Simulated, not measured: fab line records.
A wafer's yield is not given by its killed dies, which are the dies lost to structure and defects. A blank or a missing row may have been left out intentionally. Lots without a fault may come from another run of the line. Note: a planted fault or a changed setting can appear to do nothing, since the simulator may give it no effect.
fab line records -- flow sky130
record lots=24, wafers=72, last_day=50
route steps=708 shown VIA3@595 METAL4@598 CAP2M@616 VIA4@641
lots with no fault: from the same line, run without faults
start_h: start of the lot's first displayed wafer, in hours after the record's first day -- wait_h: hours elapsed since this lot's preceding step -- " same as the row above -- L1.1+2: a row that stands for several wafers -- - either no value or no given start -- * or withheld: withheld -- < > ~ a bound
route shown NAME@n: a module of which the file shows steps, and the number in the route of the first -- usual: mean/standard deviation of fault-free wafers -- same: alike in all rows -- chamber/n: place in a boat -- sites: per-site readings -- _std_site: how widely they spread, as a standard deviation -- _edge_site: inner sites' mean taken away from outer sites' mean -- radius_mm: how far each site lies from the wafer's centre -- mask NAME#n: copy n -- behind: the tool/chamber that last shaped the wafer -- hold: cause of the lot's hold/its duration in hours/its outcome -- device: whichever transistor did not switch (one of n, p or np) -- end of line: the tests these same wafers got at the end of their route -- where a step has no rows: the recipe by itself -- killed: the dies lost at the first sort to structure and to defects; this is not the yield of the wafer -- map: a wafer's dies, marking killed ones x, the rest . and places with no die _
set.NAME: the setting that was run; set.NAME@STEP: the one run at that earlier step -- model.NAME: the simulator's own value behind a step, which no gauge read
one table for each step of the route and one row for each wafer, over a sample of lots
services: from which hour (start_h, from the record's first day; less than 0 if before it) a tool's chamber was out of use, for how many hours, and why
## steps
# step SKY_VIA3_RS_MEAS_22
# recipe thk_meas_gauge=four-point-probe, reads=W_of_VIA3_CVD_21+TiN_of_VIA3_SPUTTER_20
# usual VIA3_W_RS=0.295/0.0031
lot.wafer,tool,chamber,start_h,wait_h,VIA3_W_RS[ohm/sq]
L074.1,film_metro-03,-,926.46,0.1,0.295
L074.2,film_metro-03,-,926.46,0.1,0.294
L074.5,film_metro-03,-,926.46,0.1,0.293
L075.2,film_metro-03,-,929.37,0.1,0.291
L075.3,film_metro-03,-,929.37,0.1,0.293
L075.6,film_metro-03,-,929.37,0.1,0.292
L076.3,film_metro-01,-,943.99,0.1,0.295
L076.5,film_metro-01,-,943.99,0.1,0.291
L076.6,film_metro-01,-,943.99,0.1,0.294
L077.2,film_metro-04,-,953.93,0.1,0.289
L077.3,film_metro-04,-,953.93,0.1,0.290
L077.5,film_metro-04,-,953.93,0.1,0.289
L078.1,film_metro-03,-,960.93,0.1,0.297
L078.4,film_metro-03,-,960.93,0.1,0.295
L078.6,film_metro-03,-,960.93,0.1,0.297
L079.2,film_metro-03,-,967.17,0.1,0.296
L079.4,film_metro-03,-,967.17,0.1,0.298
L079.6,film_metro-03,-,967.17,0.1,0.300
L080.3,film_metro-04,-,978.55,0.1,0.295
L080.4,film_metro-04,-,978.55,0.1,0.294
L080.5,film_metro-04,-,978.55,0.1,0.293
L081.1,film_metro-03,-,983.10,0.1,0.299
L081.2,film_metro-03,-,983.10,0.1,0.301
L081.3,film_metro-03,-,983.10,0.1,0.300
L082.1,film_metro-03,-,992.15,0.1,0.296
L082.3,film_metro-03,-,992.15,0.1,0.297
L082.5,film_metro-03,-,992.15,0.1,0.299
L083.4,film_metro-04,-,995.46,0.1,0.299
L083.5,film_metro-04,-,995.46,0.1,0.297
L083.6,film_metro-04,-,995.46,0.1,0.296
L084.2,film_metro-01,-,1001.18,0.1,0.298
L084.5,film_metro-01,-,1001.18,0.1,0.297
L084.6,film_metro-01,-,1001.18,0.1,0.302
L086.1,film_metro-03,-,1012.74,0.1,0.291
L086.2,film_metro-03,-,1012.74,0.1,0.295
L086.5,film_metro-03,-,1012.74,0.1,0.295
L085.3,film_metro-01,-,1016.72,0.1,0.296
L085.4,film_metro-01,-,1016.72,0.1,0.300
L085.5,film_metro-01,-,1016.72,0.1,0.297
L087.2,film_metro-03,-,1019.92,0.1,0.293
L087.3,film_metro-03,-,1019.92,0.1,0.294
L087.5,film_metro-03,-,1019.92,0.1,0.299
L088.3,film_metro-03,-,1024.68,0.1,0.296
L088.5,film_metro-03,-,1024.68,0.1,0.294
L088.6,film_metro-03,-,1024.68,0.1,0.291
L089.1,film_metro-04,-,1031.50,0.1,0.299
L089.2,film_metro-04,-,1031.50,0.1,0.295
L089.4,film_metro-04,-,1031.50,0.1,0.295
L090.2,film_metro-03,-,1033.09,0.1,0.294
L090.3,film_metro-03,-,1033.09,0.1,0.293
L090.5,film_metro-03,-,1033.09,0.1,0.294
L091.3,film_metro-03,-,1046.54,0.1,0.299
L091.4,film_metro-03,-,1046.54,0.1,0.295
L091.6,film_metro-03,-,1046.54,0.1,0.295
L092.2,film_metro-01,-,1049.94,0.1,0.298
L092.4,film_metro-01,-,1049.94,0.1,0.302
L092.6,film_metro-01,-,1049.94,0.1,0.295
L093.2,film_metro-04,-,1058.88,0.1,0.296
L093.3,film_metro-04,-,1058.88,0.1,0.292
L093.4,film_metro-04,-,1058.88,0.1,0.294
L094.1,film_metro-04,-,1065.67,0.2,0.297
L094.3,film_metro-04,-,1065.67,0.2,0.295
L094.5,film_metro-04,-,1065.67,0.2,0.297
L095.3,film_metro-04,-,1066.95,0.1,0.299
L095.4,film_metro-04,-,1066.95,0.1,0.291
L095.5,film_metro-04,-,1066.95,0.1,0.294
L096.2,film_metro-03,-,1075.25,0.2,0.293
L096.3,film_metro-03,-,1075.25,0.2,0.295
L096.4,film_metro-03,-,1075.25,0.2,0.290
L097.1,film_metro-03,-,1080.16,0.1,0.295
L097.3,film_metro-03,-,1080.16,0.1,0.298
L097.4,film_metro-03,-,1080.16,0.1,0.293
# step SKY_METAL4_SPUTTER_00
# recipe material=Ti, target_thk_nm=15, power_w=3000, time_s=10, chamber_pressure_pa=0.4
# usual cathode_dc_power_W=3000.0/0.54, throttle_valve_pct=30.0/1.3
lot.wafer,tool,chamber,start_h,wait_h,cathode_dc_power_W,throttle_valve_pct
L074.1,pvd_sputter-03,-,927.09,0.2,3000.1,27.4
L074.2,pvd_sputter-03,-,927.09,0.2,2999.9,31.6
L074.5,pvd_sputter-03,-,927.09,0.2,2999.6,30.4
L075.2,pvd_sputter-04,-,929.83,0.2,3000.3,30.1
L075.3,pvd_sputter-04,-,929.83,0.2,3000.2,32.4
L075.6,pvd_sputter-04,-,929.83,0.2,2999.7,32.3
L076.3,pvd_sputter-04,-,944.43,0.1,2999.9,29.3
L076.5,pvd_sputter-04,-,944.43,0.1,2999.4,32.3
L076.6,pvd_sputter-04,-,944.43,0.1,2999.3,29.0
L077.2,pvd_sputter-03,-,954.39,0.2,2999.0,30.1
L077.3,pvd_sputter-03,-,954.39,0.2,3000.3,29.3
L077.5,pvd_sputter-03,-,954.39,0.2,3000.6,29.4
L078.1,pvd_sputter-02,-,961.41,0.2,3000.4,31.2
L078.4,pvd_sputter-02,-,961.41,0.2,2999.9,27.7
L078.6,pvd_sputter-02,-,961.41,0.2,2999.2,30.1
L079.2,pvd_sputter-02,-,967.90,0.1,3000.8,27.9
L079.4,pvd_sputter-02,-,967.90,0.1,3001.3,30.3
L079.6,pvd_sputter-02,-,967.90,0.1,3000.2,31.4
L080.3,pvd_sputter-02,-,979.58,0.1,3000.2,30.0
L080.4,pvd_sputter-02,-,979.58,0.1,3000.6,30.3
L080.5,pvd_sputter-02,-,979.58,0.1,2999.0,28.0
L081.1,pvd_sputter-04,-,983.58,0.2,3000.2,30.0
L081.2,pvd_sputter-04,-,983.58,0.2,3000.9,29.4
L081.3,pvd_sputter-04,-,983.58,0.2,3000.2,29.7
L082.1,pvd_sputter-04,-,992.63,0.2,3000.2,29.1
L082.3,pvd_sputter-04,-,992.63,0.2,3000.7,30.0
L082.5,pvd_sputter-04,-,992.63,0.2,2999.2,32.2
L083.4,pvd_sputter-03,-,995.88,0.2,2999.7,27.3
L083.5,pvd_sputter-03,-,995.88,0.2,3001.0,27.5
L083.6,pvd_sputter-03,-,995.88,0.2,3000.0,31.1
L084.2,pvd_sputter-02,-,1001.64,0.2,3000.7,29.5
L084.5,pvd_sputter-02,-,1001.64,0.2,2999.1,27.9
L084.6,pvd_sputter-02,-,1001.64,0.2,3000.0,29.8
L086.1,pvd_sputter-04,-,1013.22,0.2,3000.0,28.9
L086.2,pvd_sputter-04,-,1013.22,0.2,3000.3,32.4
L086.5,pvd_sputter-04,-,1013.22,0.2,3000.9,29.5
L085.3,pvd_sputter-04,-,1017.16,0.1,3000.3,30.2
L085.4,pvd_sputter-04,-,1017.16,0.1,2999.0,29.0
L085.5,pvd_sputter-04,-,1017.16,0.1,2999.9,29.7
L087.2,pvd_sputter-03,-,1020.38,0.1,3000.1,29.4
L087.3,pvd_sputter-03,-,1020.38,0.1,2999.9,30.3
L087.5,pvd_sputter-03,-,1020.38,0.1,3000.7,29.1
L088.3,pvd_sputter-04,-,1025.12,0.2,2999.6,32.2
L088.5,pvd_sputter-04,-,1025.12,0.2,3000.2,32.0
L088.6,pvd_sputter-04,-,1025.12,0.2,2999.3,29.0
L089.1,pvd_sputter-04,-,1031.98,0.1,2999.5,32.6
L089.2,pvd_sputter-04,-,1031.98,0.1,3001.0,29.5
L089.4,pvd_sputter-04,-,1031.98,0.1,2999.9,30.1
L090.2,pvd_sputter-04,-,1033.55,0.2,2999.9,30.1
L090.3,pvd_sputter-04,-,1033.55,0.2,2999.3,29.5
L090.5,pvd_sputter-04,-,1033.55,0.2,3000.6,30.1
L091.3,pvd_sputter-04,-,1046.98,0.1,2999.9,32.2
L091.4,pvd_sputter-04,-,1046.98,0.1,2999.7,29.8
L091.6,pvd_sputter-04,-,1046.98,0.1,3000.3,32.4
L092.2,pvd_sputter-04,-,1050.40,0.2,3000.4,29.0
L092.4,pvd_sputter-04,-,1050.40,0.2,3000.4,29.5
L092.6,pvd_sputter-04,-,1050.40,0.2,3000.7,29.6
L093.2,pvd_sputter-04,-,1059.34,0.1,3001.0,32.3
L093.3,pvd_sputter-04,-,1059.34,0.1,2999.4,29.6
L093.4,pvd_sputter-04,-,1059.34,0.1,3000.1,29.0
L094.1,pvd_sputter-04,-,1066.18,0.2,2999.6,30.2
L094.3,pvd_sputter-04,-,1066.18,0.2,2999.7,32.3
L094.5,pvd_sputter-04,-,1066.18,0.2,2999.1,29.6
L095.3,pvd_sputter-03,-,1067.83,0.2,2999.4,28.9
L095.4,pvd_sputter-03,-,1067.83,0.2,3000.0,27.3
L095.5,pvd_sputter-03,-,1067.83,0.2,3000.3,30.2
L096.2,pvd_sputter-02,-,1075.71,0.2,3000.9,29.7
L096.3,pvd_sputter-02,-,1075.71,0.2,3000.1,28.0
L096.4,pvd_sputter-02,-,1075.71,0.2,2999.5,30.3
L097.1,pvd_sputter-04,-,1080.64,0.1,3000.1,30.1
L097.3,pvd_sputter-04,-,1080.64,0.1,2999.9,29.2
L097.4,pvd_sputter-04,-,1080.64,0.1,3000.2,32.5
# step SKY_CAP2M_METAL_ETCH_13
# recipe target_depth_nm=220, stop_on=SiO2, chemistry=Cl2/BCl3, target=TiN, pressure_mtorr=10, icp_w=900, bias_w=48.5, Cl2_flow_sccm=60, bcl3_flow_sccm=30, time_s=62.9
# usual drypump_motor_current_A=5.6/0.44, oes_product_au=0.942/0.0088, throttle_valve_pct=21.902/0.011
lot.wafer,tool,chamber,start_h,wait_h,drypump_motor_current_A,oes_product_au,rf_hours_counter_h,throttle_valve_pct
L074.1,rie_metal-01,0,951.82,0.0,6.2,0.946,4,21.897
L074.2,rie_metal-01,1,951.82,0.0,5.7,0.968,12,21.896
L074.5,rie_metal-01,1,951.82,0.0,5.7,0.956,-,21.886
L075.2,rie_metal-02,0,954.27,0.0,5.0,0.934,6,21.912
L075.3,rie_metal-02,0,954.27,0.0,5.0,0.934,-,21.896
L075.6,rie_metal-02,1,954.27,0.0,5.8,0.941,-,21.901
L076.3,rie_metal-02,1,969.35,0.0,5.8,0.947,-,21.902
L076.5,rie_metal-02,1,969.35,0.0,5.8,0.931,-,21.899
L076.6,rie_metal-02,0,969.35,0.0,5.1,0.947,-,21.896
L077.2,rie_metal-01,1,978.87,0.0,5.7,0.943,14,21.884
L077.3,rie_metal-01,0,978.87,0.0,6.2,0.950,-,21.892
L077.5,rie_metal-01,1,978.87,0.0,5.7,0.949,-,21.893
L078.1,rie_metal-03,0,985.25,0.0,5.6,0.953,10,21.895
L078.4,rie_metal-03,0,985.25,0.0,5.6,0.966,-,21.884
L078.6,rie_metal-03,0,985.25,0.0,5.6,0.953,-,21.890
L079.2,rie_metal-02,1,991.17,0.0,5.8,0.937,10,21.899
L079.4,rie_metal-02,1,991.17,0.0,5.8,0.933,-,21.908
L079.6,rie_metal-02,0,991.17,0.0,5.1,0.941,-,21.898
L080.3,rie_metal-03,1,1003.44,0.0,5.0,0.942,-,21.900
L080.4,rie_metal-03,0,1003.44,0.0,5.6,0.947,-,21.893
L080.5,rie_metal-03,1,1003.44,0.0,5.0,0.939,-,21.885
L081.1,rie_metal-02,0,1007.00,0.0,5.1,0.937,9,21.907
L081.2,rie_metal-02,1,1007.00,0.0,5.8,0.933,11,21.893
L081.3,rie_metal-02,0,1007.00,0.0,5.1,0.932,-,21.922
L082.1,rie_metal-03,0,1016.31,0.0,5.6,0.929,11,21.901
L082.3,rie_metal-03,0,1016.31,0.0,5.6,0.935,-,21.910
L082.5,rie_metal-03,1,1016.31,0.0,5.0,0.953,-,21.903
L083.4,rie_metal-01,0,1018.85,0.0,6.2,0.945,-,21.905
L083.5,rie_metal-01,1,1018.85,0.0,5.7,0.934,-,21.915
L083.6,rie_metal-01,0,1018.85,0.0,6.3,0.942,-,21.902
L084.2,rie_metal-01,0,1024.60,0.0,6.3,0.933,8,21.894
L084.5,rie_metal-01,0,1024.60,0.0,6.3,0.933,-,21.905
L084.6,rie_metal-01,1,1024.60,0.0,5.7,0.948,-,21.897
L086.1,rie_metal-01,1,1035.91,0.0,5.7,0.930,17,21.913
L086.2,rie_metal-01,0,1035.91,0.0,6.2,0.944,9,21.895
L086.5,rie_metal-01,1,1035.91,0.0,5.7,0.927,-,21.913
L085.3,rie_metal-03,1,1039.29,0.0,5.0,0.930,-,21.897
L085.4,rie_metal-03,0,1039.29,0.0,5.6,0.931,-,21.937
L085.5,rie_metal-03,1,1039.29,0.0,5.0,0.932,-,21.902
L087.2,rie_metal-01,0,1042.85,0.0,6.2,0.951,10,21.916
L087.3,rie_metal-01,1,1042.85,0.0,5.7,0.941,-,21.883
L087.5,rie_metal-01,0,1042.85,0.0,6.2,0.927,-,21.916
L088.3,rie_metal-01,1,1047.69,0.0,5.7,0.949,-,21.897
L088.5,rie_metal-01,0,1047.69,0.0,6.3,0.943,-,21.885
L088.6,rie_metal-01,1,1047.69,0.0,5.7,0.940,-,21.911
L089.1,rie_metal-03,1,1055.51,0.0,5.0,0.939,14,21.894
L089.2,rie_metal-03,0,1055.51,0.0,5.6,0.950,14,21.903
L089.4,rie_metal-03,0,1055.51,0.0,5.6,0.941,-,21.908
L090.2,rie_metal-02,1,1056.11,0.0,5.8,0.937,15,21.907
L090.3,rie_metal-02,0,1056.11,0.0,5.1,0.950,-,21.900
L090.5,rie_metal-02,1,1056.11,0.0,5.8,0.952,-,21.908
L091.3,rie_metal-03,0,1068.65,0.0,5.6,0.946,-,21.909
L091.4,rie_metal-03,1,1068.65,0.0,5.0,0.959,-,21.884
L091.6,rie_metal-03,1,1068.65,0.0,5.0,0.946,-,21.902
L092.2,rie_metal-01,0,1072.20,0.0,6.3,0.941,12,21.912
L092.4,rie_metal-01,0,1072.20,0.0,6.2,0.936,-,21.906
L092.6,rie_metal-01,1,1072.20,0.0,5.7,0.940,-,21.911
L093.2,rie_metal-03,0,1080.71,0.0,5.6,0.953,16,21.901
L093.3,rie_metal-03,0,1080.71,0.0,5.6,0.942,-,21.904
L093.4,rie_metal-03,1,1080.71,0.0,5.0,0.941,-,21.877
L094.1,rie_metal-01,0,1086.96,0.0,6.3,0.935,13,21.914
L094.3,rie_metal-01,0,1086.96,0.0,6.3,0.948,-,21.900
L094.5,rie_metal-01,1,1086.96,0.0,5.7,0.943,-,21.908
L095.3,rie_metal-02,1,1088.40,0.0,5.7,0.961,-,21.899
L095.4,rie_metal-02,0,1088.40,0.0,5.1,0.948,-,21.898
L095.5,rie_metal-02,0,1088.40,0.0,5.1,0.948,-,21.900
L096.2,rie_metal-03,1,1096.50,0.0,5.0,0.946,17,21.912
L096.3,rie_metal-03,1,1096.50,0.0,4.9,0.925,-,21.894
L096.4,rie_metal-03,0,1096.50,0.0,5.6,0.944,-,21.911
L097.1,rie_metal-03,1,1100.81,0.0,5.0,0.945,17,21.913
L097.3,rie_metal-03,0,1100.81,0.0,5.6,0.931,-,21.916
L097.4,rie_metal-03,1,1100.81,0.0,5.0,0.951,-,21.877
# step SKY_VIA4_CMP_02
# recipe material=SiO2, down_force_psi=4, platen_rpm=60, pad_velocity_m_s=0.94248
# usual motor_current_A=12.9/1.4
lot.wafer,tool,chamber,start_h,wait_h,motor_current_A
L074.2,cmp-02,0,978.38,0.0,12.9
L074.1,cmp-02,2,978.38,0.0,12.8
L074.5,cmp-02,1,978.38,0.0,12.1
L075.3,cmp-02,0,980.78,0.3,13.1
L075.2,cmp-02,3,980.78,0.3,13.5
L075.6,cmp-02,1,980.78,0.3,12.0
L076.3,cmp-02,0,994.55,0.1,12.2
L076.5,cmp-02,3,994.55,0.1,12.7
L076.6,cmp-02,0,994.55,0.1,12.5
L077.3,cmp-02,1,1004.45,0.1,11.8
L077.2,cmp-02,2,1004.45,0.1,13.1
L077.5,cmp-02,3,1004.45,0.1,13.9
L078.4,cmp-01,0,1010.19,0.1,13.7
L078.1,cmp-01,2,1010.19,0.1,12.6
L078.6,cmp-01,3,1010.19,0.1,10.8
L079.2,cmp-02,0,1016.18,0.0,12.8
L079.4,cmp-02,1,1016.18,0.0,11.6
L079.6,cmp-02,0,1016.18,0.0,12.2
L080.3,cmp-02,1,1028.48,0.0,11.8
L080.4,cmp-02,2,1028.48,0.0,12.9
L080.5,cmp-02,1,1028.48,0.0,11.8
L081.2,cmp-01,0,1031.89,0.1,13.6
L081.1,cmp-01,1,1031.89,0.1,15.9
L081.3,cmp-01,2,1031.89,0.1,12.6
L082.1,cmp-02,0,1040.21,0.1,12.6
L082.3,cmp-02,1,1040.21,0.1,12.2
L082.5,cmp-02,1,1040.21,0.1,11.8
L083.4,cmp-01,1,1043.30,0.1,14.8
L083.6,cmp-01,0,1043.30,0.1,13.9
L083.5,cmp-01,1,1043.30,0.1,15.0
L084.2,cmp-02,2,1049.75,0.4,13.8
L084.6,cmp-02,1,1049.75,0.4,12.2
L084.5,cmp-02,2,1049.75,0.4,12.9
L086.1,cmp-01,3,1060.30,0.4,10.7
L086.2,cmp-01,1,1060.30,0.4,15.4
L086.5,cmp-01,3,1060.30,0.4,10.8
L085.3,cmp-01,0,1062.83,0.0,13.7
L085.4,cmp-01,3,1062.83,0.0,10.2
L085.5,cmp-01,0,1062.83,0.0,14.2
L087.3,cmp-02,0,1066.93,0.2,11.9
L087.2,cmp-02,1,1066.93,0.2,11.9
L087.5,cmp-02,0,1066.93,0.2,12.1
L088.3,cmp-01,0,1071.48,0.2,13.5
L088.5,cmp-01,1,1071.48,0.2,15.6
L088.6,cmp-01,2,1071.48,0.2,12.5
L089.1,cmp-01,1,1078.49,0.1,15.5
L089.2,cmp-01,2,1078.49,0.1,12.1
L089.4,cmp-01,0,1078.49,0.1,13.5
L090.3,cmp-02,2,1079.18,0.1,13.4
L090.2,cmp-02,3,1079.18,0.1,13.7
L090.5,cmp-02,0,1079.18,0.1,12.4
L091.4,cmp-02,1,1091.77,0.0,12.3
L091.3,cmp-02,0,1091.77,0.0,13.5
L091.6,cmp-02,2,1091.77,0.0,13.3
L092.4,cmp-01,2,1095.15,0.1,12.6
L092.2,cmp-01,0,1095.15,0.1,13.0
L092.6,cmp-01,2,1095.15,0.1,12.5
L093.2,cmp-02,3,1102.58,0.1,13.0
L093.4,cmp-02,0,1102.58,0.1,12.4
L093.3,cmp-02,1,1102.58,0.1,12.1
L094.3,cmp-01,2,1109.39,0.1,12.6
L094.1,cmp-01,0,1109.39,0.1,13.4
L094.5,cmp-01,1,1109.39,0.1,16.2
L095.4,cmp-01,1,1110.55,0.0,15.3
L095.3,cmp-01,0,1110.55,0.0,13.8
L095.5,cmp-01,1,1110.55,0.0,16.1
L096.3,cmp-01,0,1119.46,0.8,13.5
L096.4,cmp-01,1,1119.46,0.8,15.1
L096.2,cmp-01,2,1119.46,0.8,13.0
L097.3,cmp-01,2,1122.75,0.2,12.7
L097.1,cmp-01,3,1122.75,0.2,11.2
L097.4,cmp-01,1,1122.75,0.2,15.7
# step SKY_VIA4_OVL_MEAS_11
# usual VIA4_OVL=-0.4/1.2
lot.wafer,tool,chamber,start_h,wait_h,VIA4_OVL[nm]
L074.1,overlay-01,-,1001.58,0.1,0.6
L074.2,overlay-01,-,1001.58,0.1,1.1
L074.5,overlay-01,-,1001.58,0.1,0.9
L075.2,overlay-02,-,1004.58,0.1,-1.2
L075.3,overlay-02,-,1004.58,0.1,-0.9
L075.6,overlay-02,-,1004.58,0.1,-0.8
L076.3,overlay-02,-,1017.69,0.1,-0.6
L076.5,overlay-02,-,1017.69,0.1,-2.8
L076.6,overlay-02,-,1017.69,0.1,-1.7
L077.2,overlay-01,-,1027.44,0.1,0.6
L077.3,overlay-01,-,1027.44,0.1,0.2
L077.5,overlay-01,-,1027.44,0.1,0.8
L078.1,overlay-02,-,1032.22,0.1,-2.4
L078.4,overlay-02,-,1032.22,0.1,-2.9
L078.6,overlay-02,-,1032.22,0.1,-4.0
L079.2,overlay-02,-,1038.63,0.1,0.7
L079.4,overlay-02,-,1038.63,0.1,-0.9
L079.6,overlay-02,-,1038.63,0.1,0.4
L080.3,overlay-02,-,1050.45,0.1,-1.2
L080.4,overlay-02,-,1050.45,0.1,0.1
L080.5,overlay-02,-,1050.45,0.1,1.0
L081.1,overlay-02,-,1053.67,0.1,-1.0
L081.2,overlay-02,-,1053.67,0.1,0.1
L081.3,overlay-02,-,1053.67,0.1,1.4
L082.1,overlay-01,-,1062.08,0.1,1.3
L082.3,overlay-01,-,1062.08,0.1,0.4
L082.5,overlay-01,-,1062.08,0.1,-1.2
L083.4,overlay-01,-,1065.55,0.1,-1.0
L083.5,overlay-01,-,1065.55,0.1,-1.1
L083.6,overlay-01,-,1065.55,0.1,1.2
L084.2,overlay-01,-,1071.58,0.1,-1.0
L084.5,overlay-01,-,1071.58,0.1,-0.9
L084.6,overlay-01,-,1071.58,0.1,-1.9
L086.1,overlay-01,-,1081.18,0.1,-1.5
L086.2,overlay-01,-,1081.18,0.1,-0.6
L086.5,overlay-01,-,1081.18,0.1,-0.5
L085.3,overlay-01,-,1083.74,0.1,-0.3
L085.4,overlay-01,-,1083.74,0.1,1.7
L085.5,overlay-01,-,1083.74,0.1,0.7
L087.2,overlay-02,-,1087.88,0.1,-1.4
L087.3,overlay-02,-,1087.88,0.1,-0.2
L087.5,overlay-02,-,1087.88,0.1,-2.3
L088.3,overlay-02,-,1092.14,0.1,-0.8
L088.5,overlay-02,-,1092.14,0.1,0.1
L088.6,overlay-02,-,1092.14,0.1,-0.2
L089.1,overlay-02,-,1098.97,0.1,-1.3
L089.2,overlay-02,-,1098.97,0.1,-1.2
L089.4,overlay-02,-,1098.97,0.1,-1.4
L090.2,overlay-02,-,1100.14,0.1,-1.0
L090.3,overlay-02,-,1100.14,0.1,-2.5
L090.5,overlay-02,-,1100.14,0.1,-1.7
L091.3,overlay-02,-,1112.14,0.1,-1.2
L091.4,overlay-02,-,1112.14,0.1,-1.1
L091.6,overlay-02,-,1112.14,0.1,-0.8
L092.2,overlay-02,-,1114.78,0.1,-0.1
L092.4,overlay-02,-,1114.78,0.1,0.5
L092.6,overlay-02,-,1114.78,0.1,1.5
L093.2,overlay-02,-,1122.39,0.1,0.2
L093.3,overlay-02,-,1122.39,0.1,-1.3
L093.4,overlay-02,-,1122.39,0.1,-0.3
L094.1,overlay-02,-,1128.78,0.1,0.1
L094.3,overlay-02,-,1128.78,0.1,-0.5
L094.5,overlay-02,-,1128.78,0.1,-0.4
L095.3,overlay-02,-,1129.64,0.1,-1.6
L095.4,overlay-02,-,1129.64,0.1,-0.1
L095.5,overlay-02,-,1129.64,0.1,-0.1
L096.2,overlay-01,-,1138.64,0.1,1.5
L096.3,overlay-01,-,1138.64,0.1,2.3
L096.4,overlay-01,-,1138.64,0.1,0.5
L097.1,overlay-01,-,1141.97,0.1,0.4
L097.3,overlay-01,-,1141.97,0.1,0.6
L097.4,overlay-01,-,1141.97,0.1,1.6
# step SKY_VIA4_CVD_18
# recipe material=W, target_thk_nm=505, time_s=152.14, temp_c=402.2, pressure_torr=40
# usual heater_power_w=874/38
lot.wafer,tool,chamber,start_h,wait_h,heater_power_w
L074.1,cvd_w-02,0,1002.34,0.0,914
L074.2,cvd_w-02,1,1002.34,0.0,926
L074.5,cvd_w-02,1,1002.34,0.0,906
L075.2,cvd_w-02,0,1005.43,0.0,871
L075.3,cvd_w-02,1,1005.43,0.0,904
L075.6,cvd_w-02,1,1005.43,0.0,887
L076.3,cvd_w-01,0,1018.50,0.1,803
L076.5,cvd_w-01,1,1018.50,0.1,881
L076.6,cvd_w-01,0,1018.50,0.1,823
L077.2,cvd_w-01,0,1028.24,0.0,806
L077.3,cvd_w-01,0,1028.24,0.0,815
L077.5,cvd_w-01,0,1028.24,0.0,813
L078.1,cvd_w-01,1,1033.09,0.0,897
L078.4,cvd_w-01,1,1033.09,0.0,869
L078.6,cvd_w-01,0,1033.09,0.0,827
L079.2,cvd_w-02,1,1039.82,0.0,932
L079.4,cvd_w-02,1,1039.82,0.0,890
L079.6,cvd_w-02,1,1039.82,0.0,934
L080.3,cvd_w-02,0,1051.30,0.1,853
L080.4,cvd_w-02,0,1051.30,0.1,891
L080.5,cvd_w-02,0,1051.30,0.1,878
L081.1,cvd_w-02,0,1054.44,0.0,883
L081.2,cvd_w-02,1,1054.44,0.0,930
L081.3,cvd_w-02,1,1054.44,0.0,921
L082.1,cvd_w-02,0,1062.84,0.0,873
L082.3,cvd_w-02,1,1062.84,0.0,908
L082.5,cvd_w-02,0,1062.84,0.0,901
L083.4,cvd_w-02,1,1066.35,0.1,919
L083.5,cvd_w-02,0,1066.35,0.1,880
L083.6,cvd_w-02,1,1066.35,0.1,914
L084.2,cvd_w-02,0,1072.34,0.0,899
L084.5,cvd_w-02,1,1072.34,0.0,921
L084.6,cvd_w-02,0,1072.34,0.0,879
L086.1,cvd_w-01,0,1081.94,0.0,828
L086.2,cvd_w-01,0,1081.94,0.0,789
L086.5,cvd_w-01,0,1081.94,0.0,822
L085.3,cvd_w-01,0,1084.57,0.1,827
L085.4,cvd_w-01,1,1084.57,0.1,865
L085.5,cvd_w-01,0,1084.57,0.1,812
L087.2,cvd_w-02,1,1088.64,0.0,923
L087.3,cvd_w-02,0,1088.64,0.0,885
L087.5,cvd_w-02,1,1088.64,0.0,913
L088.3,cvd_w-02,1,1092.94,0.1,943
L088.5,cvd_w-02,0,1092.94,0.1,883
L088.6,cvd_w-02,1,1092.94,0.1,916
L089.1,cvd_w-02,1,1099.74,0.0,960
L089.2,cvd_w-02,0,1099.74,0.0,901
L089.4,cvd_w-02,1,1099.74,0.0,899
L090.2,cvd_w-01,0,1100.90,0.0,820
L090.3,cvd_w-01,0,1100.90,0.0,805
L090.5,cvd_w-01,0,1100.90,0.0,811
L091.3,cvd_w-01,1,1112.99,0.1,861
L091.4,cvd_w-01,0,1112.99,0.1,832
L091.6,cvd_w-01,1,1112.99,0.1,859
L092.2,cvd_w-01,0,1115.62,0.0,817
L092.4,cvd_w-01,1,1115.62,0.0,867
L092.6,cvd_w-01,1,1115.62,0.0,867
L093.2,cvd_w-01,1,1123.15,0.0,870
L093.3,cvd_w-01,0,1123.15,0.0,801
L093.4,cvd_w-01,1,1123.15,0.0,858
L094.1,cvd_w-02,1,1129.89,0.0,921
L094.3,cvd_w-02,1,1129.89,0.0,919
L094.5,cvd_w-02,1,1129.89,0.0,937
L095.3,cvd_w-02,1,1130.87,0.1,925
L095.4,cvd_w-02,0,1130.87,0.1,888
L095.5,cvd_w-02,0,1130.87,0.1,883
L096.2,cvd_w-01,1,1139.44,0.0,877
L096.3,cvd_w-01,1,1139.44,0.0,875
L096.4,cvd_w-01,0,1139.44,0.0,825
L097.1,cvd_w-02,0,1142.79,0.0,903
L097.3,cvd_w-02,0,1142.79,0.0,908
L097.4,cvd_w-02,1,1142.79,0.0,923
## services
tool,chamber,start_h,hours,kind
cvd_w-02,-,904.00,14.0,pm
rie_metal-03,0,911.01,4.2,repair
cmp-02,-,912.05,4.0,pm
cvd_w-02,1,914.83,9.1,repair
cvd_w-01,-,918.00,2.8,pm
cvd_w-02,-,921.15,2.8,pm
cmp-01,-,926.22,4.9,pm
cmp-01,-,937.13,0.5,repair
cmp-01,-,950.83,4.0,repair
cmp-01,-,966.08,16.0,repair
cmp-02,-,982.08,6.8,pm
cvd_w-01,-,1008.57,2.0,repair
cmp-02,-,1009.49,6.2,repair
cmp-02,-,1036.50,1.0,repair
cmp-01,-,1048.51,11.1,pm
cvd_w-02,1,1049.24,2.7,repair
cmp-02,-,1059.61,4.7,pm
cvd_w-01,0,1063.37,16.9,repair
cmp-01,-,1064.35,6.6,pm
cvd_w-01,1,1078.37,4.5,repair
cmp-01,-,1084.28,4.0,pm
cmp-02,-,1105.32,0.7,repair
cmp-02,-,1117.71,14.2,repair
cmp-02,-,1129.63,0.5,repair
## key
fault none
